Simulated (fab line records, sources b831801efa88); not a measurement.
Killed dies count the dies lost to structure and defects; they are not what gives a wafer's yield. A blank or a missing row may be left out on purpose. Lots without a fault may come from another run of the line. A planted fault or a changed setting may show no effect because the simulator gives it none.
Which tool did it? || flow gf180mcu || Sampling: 15 lots, 43 wafers, 2 of 602 route steps

WHAT THE GAUGES READ, wafer by wafer
The record holds no reading of a measuring or inspecting step that can be judged against a usual standard deviation.

EACH LOT AND THE TOOL THAT RAN IT (in order: tool; ch and the chambers of the sampled wafers; start)
{"lot": "L947", "GF_LVPWELL_COAT_02": "litho-track-01 ch 0, day 3 14:41", "GF_LVPWELL_STRIP_10": "plasma-asher-04 ch 0,1, day 3 21:44"}
{"lot": "L948", "GF_LVPWELL_COAT_02": "litho-track-04 ch 0, day 3 19:01", "GF_LVPWELL_STRIP_10": "plasma-asher-02 ch 0,1, day 4 02:02"}
{"lot": "L949", "GF_LVPWELL_COAT_02": "litho-track-01 ch 0, day 4 03:23", "GF_LVPWELL_STRIP_10": "plasma-asher-02 ch 0, day 4 10:39"}
{"lot": "L953", "GF_LVPWELL_COAT_02": "litho-track-04 ch 0, day 4 22:08", "GF_LVPWELL_STRIP_10": "plasma-asher-02 ch 0,1, day 5 05:30"}
{"lot": "L956", "GF_LVPWELL_COAT_02": "litho-track-01 ch 0, day 5 14:05", "GF_LVPWELL_STRIP_10": "plasma-asher-04 ch 0,1, day 5 21:57"}
{"lot": "L957", "GF_LVPWELL_COAT_02": "litho-track-01 ch 0, day 5 21:05", "GF_LVPWELL_STRIP_10": "plasma-asher-04 ch 0,1, day 6 04:56"}
{"lot": "L958", "GF_LVPWELL_COAT_02": "litho-track-01 ch 0, day 6 02:08", "GF_LVPWELL_STRIP_10": "plasma-asher-04 ch 0,1, day 6 09:40"}
{"lot": "L960", "GF_LVPWELL_COAT_02": "litho-track-02 ch 0, day 6 16:04", "GF_LVPWELL_STRIP_10": "plasma-asher-02 ch 0,1, day 6 23:41"}
{"lot": "L961", "GF_LVPWELL_COAT_02": "litho-track-02 ch 0, day 6 19:16", "GF_LVPWELL_STRIP_10": "plasma-asher-04 ch 0,1, day 7 03:12"}
{"lot": "L962", "GF_LVPWELL_COAT_02": "litho-track-04 ch 0, day 7 01:04", "GF_LVPWELL_STRIP_10": "plasma-asher-04 ch 0,1, day 7 09:28"}
{"lot": "L963", "GF_LVPWELL_COAT_02": "litho-track-04 ch 0, day 7 03:56", "GF_LVPWELL_STRIP_10": "plasma-asher-01 ch 0,1, day 7 12:27"}
{"lot": "L964", "GF_LVPWELL_COAT_02": "litho-track-02 ch 0, day 7 11:24", "GF_LVPWELL_STRIP_10": "plasma-asher-04 ch 0,1, day 7 19:45"}
{"lot": "L966", "GF_LVPWELL_COAT_02": "litho-track-04 ch 0, day 8 07:16", "GF_LVPWELL_STRIP_10": "plasma-asher-02 ch 0,1, day 8 16:00"}
{"lot": "L967", "GF_LVPWELL_COAT_02": "litho-track-02 ch 0, day 8 07:18", "GF_LVPWELL_STRIP_10": "plasma-asher-04 ch 0,1, day 8 16:26"}
{"lot": "L968", "GF_LVPWELL_COAT_02": "litho-track-04 ch 0, day 8 17:17", "GF_LVPWELL_STRIP_10": "plasma-asher-02 ch 0,1, day 9 01:41"}
- GF_LVPWELL_COAT_02: resist thk 3000 nm.
- GF_LVPWELL_STRIP_10: strips in O2/N2.

WHAT THE TOOLS THEMSELVES READ (means of the sampled wafers that have a number; where no wafer has one, the mark that the record gives instead)
GF_LVPWELL_STRIP_10. Usual: drypump-motor-current-A 5.7 A, standard deviation 0.43; heater-power-w 373 W, standard deviation 55; oes-product-au 0.722 a.u., standard deviation 0.0045; strip-time-to-endpoint-s 36.94 s, standard deviation 0.097.
{"lot": "L947", "tool": "plasma-asher-04", "drypump-motor-current-A (A)": 5.9, "heater-power-w (W)": 400, "oes-product-au (a.u.)": 0.718, "strip-time-to-endpoint-s (s)": 37.03, "flag": ""}
{"lot": "L948", "tool": "plasma-asher-02", "drypump-motor-current-A (A)": 5.1, "heater-power-w (W)": 379, "oes-product-au (a.u.)": 0.723, "strip-time-to-endpoint-s (s)": 36.91, "flag": ""}
{"lot": "L949", "tool": "plasma-asher-02", "drypump-motor-current-A (A)": 5.1, "heater-power-w (W)": 315, "oes-product-au (a.u.)": 0.723, "strip-time-to-endpoint-s (s)": 36.88, "flag": ""}
{"lot": "L953", "tool": "plasma-asher-02", "drypump-motor-current-A (A)": 5.1, "heater-power-w (W)": 345, "oes-product-au (a.u.)": 0.725, "strip-time-to-endpoint-s (s)": 37.00, "flag": ""}
{"lot": "L956", "tool": "plasma-asher-04", "drypump-motor-current-A (A)": 6.0, "heater-power-w (W)": 378, "oes-product-au (a.u.)": 0.716, "strip-time-to-endpoint-s (s)": 24.72, "flag": "OFF"}
{"lot": "L957", "tool": "plasma-asher-04", "drypump-motor-current-A (A)": 5.9, "heater-power-w (W)": 397, "oes-product-au (a.u.)": 0.716, "strip-time-to-endpoint-s (s)": 28.81, "flag": "OFF"}
{"lot": "L958", "tool": "plasma-asher-04", "drypump-motor-current-A (A)": 6.0, "heater-power-w (W)": 374, "oes-product-au (a.u.)": 0.714, "strip-time-to-endpoint-s (s)": 24.68, "flag": "OFF"}
{"lot": "L960", "tool": "plasma-asher-02", "drypump-motor-current-A (A)": 5.1, "heater-power-w (W)": 352, "oes-product-au (a.u.)": 0.722, "strip-time-to-endpoint-s (s)": 37.07, "flag": ""}
{"lot": "L961", "tool": "plasma-asher-04", "drypump-motor-current-A (A)": 5.9, "heater-power-w (W)": 395, "oes-product-au (a.u.)": 0.723, "strip-time-to-endpoint-s (s)": 36.95, "flag": ""}
{"lot": "L962", "tool": "plasma-asher-04", "drypump-motor-current-A (A)": 6.0, "heater-power-w (W)": 366, "oes-product-au (a.u.)": 0.719, "strip-time-to-endpoint-s (s)": 37.07, "flag": ""}
{"lot": "L963", "tool": "plasma-asher-01", "drypump-motor-current-A (A)": 6.0, "heater-power-w (W)": 394, "oes-product-au (a.u.)": 0.721, "strip-time-to-endpoint-s (s)": 36.95, "flag": ""}
{"lot": "L964", "tool": "plasma-asher-04", "drypump-motor-current-A (A)": 5.9, "heater-power-w (W)": 401, "oes-product-au (a.u.)": 0.724, "strip-time-to-endpoint-s (s)": 36.82, "flag": ""}
{"lot": "L966", "tool": "plasma-asher-02", "drypump-motor-current-A (A)": 5.2, "heater-power-w (W)": 386, "oes-product-au (a.u.)": 0.723, "strip-time-to-endpoint-s (s)": 37.07, "flag": ""}
{"lot": "L967", "tool": "plasma-asher-04", "drypump-motor-current-A (A)": 5.9, "heater-power-w (W)": 397, "oes-product-au (a.u.)": 0.723, "strip-time-to-endpoint-s (s)": 36.85, "flag": ""}
{"lot": "L968", "tool": "plasma-asher-02", "drypump-motor-current-A (A)": 5.1, "heater-power-w (W)": 343, "oes-product-au (a.u.)": 0.721, "strip-time-to-endpoint-s (s)": 36.93, "flag": ""}

THE ANSWER, worked out from the rows above alone
Rule: a lot counts as off when the mean over its wafers that have a number is more than 3 standard deviations away from the usual mean. A lot without any number at a reading at which 4 lots or more have one is off too. The other lots that the step has rows for count as sound. First the gauges in route order, then the tools' own readings, where a lot's mean is used as printed above. The first step at which some lot is off is used, and at that step the reading that is off furthest; a lot without a number counts as furthest.
Off, at GF_LVPWELL_STRIP_10 on strip-time-to-endpoint-s: L956, L957, L958.
If a tool, at that step or one of the process steps before it, ran each lot that is off and ran no sound lot following the first of them, it fits. One candidate fits, namely litho-track-01 at GF_LVPWELL_COAT_02. A fault onset in the window from L949 (day 4 03:23, its last sound lot) to L956 (day 5 14:05, its first lot off) fits.

WHAT WAS PUT IN BY THE SIMULATOR
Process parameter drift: litho-track-01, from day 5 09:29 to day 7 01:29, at GF_LVPWELL_COAT_02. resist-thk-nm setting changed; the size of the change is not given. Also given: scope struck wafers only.
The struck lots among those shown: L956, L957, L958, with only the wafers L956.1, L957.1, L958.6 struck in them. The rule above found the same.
